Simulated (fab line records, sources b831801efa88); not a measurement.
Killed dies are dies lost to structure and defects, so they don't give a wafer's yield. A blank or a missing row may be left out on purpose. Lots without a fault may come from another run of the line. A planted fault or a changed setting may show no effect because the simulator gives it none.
Which tool did it? | flow sky130 | 10 lots, 30 wafers sampled, at 1 step of a route of 708

WHAT THE GAUGES READ, wafer by wafer
SKY_METAL2_OVL_MEAS_16.
lot  | measured     | on         | METAL2_OVL (nm)
L640 | day 35 10:05 | overlay-01 | -5 -5 -1
L641 | day 36 00:01 | overlay-02 | 4 5 6
L642 | day 37 14:20 | overlay-02 | 12 3 -3
L650 | day 39 01:41 | overlay-01 | -6 1 -4
L651 | day 39 08:31 | overlay-01 | -4 13 4
L652 | day 39 12:23 | overlay-02 | 2 8 -4
L654 | day 40 02:35 | overlay-02 | 3 8 7
L656 | day 40 17:02 | overlay-02 | -3 3 0
L657 | day 41 07:26 | overlay-02 | 7 2 9
L661 | day 42 02:01 | overlay-02 | -4 -6 4

WHICH TOOL RAN EACH LOT (tool, then ch and the chambers of the sampled wafers, then the start)
The record holds no process step before these readings.

THE ANSWER, worked out from the rows above alone
Rule: what is usual is taken from the lots themselves. Put in order of their means at a reading, lots are off if they are a third of the lots or fewer, leave a main group of 4 or more, and stand apart from it by a gap of 3 or more times the standard deviation of the main group's means; of several such gaps the widest counts. A main group whose means are all the same, to the digits that the tables above print for the reading, isn't used. A lot without any number at a reading at which 4 lots or more have one is off too. The other lots that the step has rows for count as sound.
No lot is off at any reading shown: from this, nothing can be told.

WHAT THE SIMULATOR HAD PUT IN
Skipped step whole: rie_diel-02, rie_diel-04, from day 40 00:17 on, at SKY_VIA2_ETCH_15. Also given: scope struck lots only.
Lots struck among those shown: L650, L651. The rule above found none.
